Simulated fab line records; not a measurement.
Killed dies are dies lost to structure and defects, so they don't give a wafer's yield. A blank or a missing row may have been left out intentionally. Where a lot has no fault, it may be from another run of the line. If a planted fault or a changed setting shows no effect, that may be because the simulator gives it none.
One fault through the eyes of 2 desks | flow sky130 | each desk has only its own numbers; what lay behind them comes last

## AT THE METROLOGY DESK
What the gauges read for every lot (on any tool): the sampled wafers with a number, averaged. The brackets show how far a lot's mean lies from the usual mean; more than 4 standard deviations puts the lot out of limits, marked OUT.
Columns: A = PAD_OPEN_BOW at SKY_PAD_OPEN_BOW_MEAS_13, usual 48 um
lot  | first seen here | A
L983 | day 45 07:59    | 45
L984 | day 45 20:01    | 57
L985 | day 46 03:24    | 43
L986 | day 46 06:32    | 46
L988 | day 46 18:19    | 45
L989 | day 47 03:05    | 44
L990 | day 47 10:17    | 46
L992 | day 47 17:53    | 41
L994 | day 48 10:22    | 53
L997 | day 49 01:22    | 45
L100 | day 49 16:24    | 57
L102 | day 49 20:59    | 38
This desk's finding: nothing out of limits on any of the 12 lots.

## DESK OF THE TOOL OWNER: rieMetal-02
The tool's own readings at SKY_CAPM_METAL_ETCH_13 (etches TiN in Cl2/BCl3, stops on SiO2, target depth 220 nm, time 62.9 s): means of the sampled wafers that have a number, for each lot that ran on this tool. The brackets show how far a lot's mean lies from the usual mean; more than 4 standard deviations puts the lot out of limits, marked OUT.
Columns: A = drypumpMotorCurrentA at SKY_CAPM_METAL_ETCH_13, usual 5.5 A; B = oesProductAu at SKY_CAPM_METAL_ETCH_13, usual 0.941 a.u.; C = throttleValvePct at SKY_CAPM_METAL_ETCH_13, usual 21.901 %
lot  | first seen here | A   | B     | C
L983 | day 37 00:06    | 5.1 | 0.940 | 21.900
L984 | day 37 11:22    | 4.9 | 0.943 | 21.899
L985 | day 37 22:29    | 5.2 | 0.951 | 21.899
L988 | day 38 16:56    | 5.2 | 0.938 | 21.897
L989 | day 39 01:17    | 5.2 | 0.940 | 21.905
L990 | day 39 12:58    | 5.1 | 0.938 | 21.900
L992 | day 39 19:12    | 4.8 | 0.937 | 21.900
L997 | day 41 14:12    | 5.2 | 0.945 | 21.901
L100 | day 42 09:54    | 4.9 | 0.939 | 21.900
This desk's finding: nothing out of limits on any of the 9 lots.

## ALL TOGETHER
From the metrology desk's view, nothing was out of limits.
The desk of the tool owner found nothing out of limits.

## WHAT THE SIMULATOR HAD INSERTED
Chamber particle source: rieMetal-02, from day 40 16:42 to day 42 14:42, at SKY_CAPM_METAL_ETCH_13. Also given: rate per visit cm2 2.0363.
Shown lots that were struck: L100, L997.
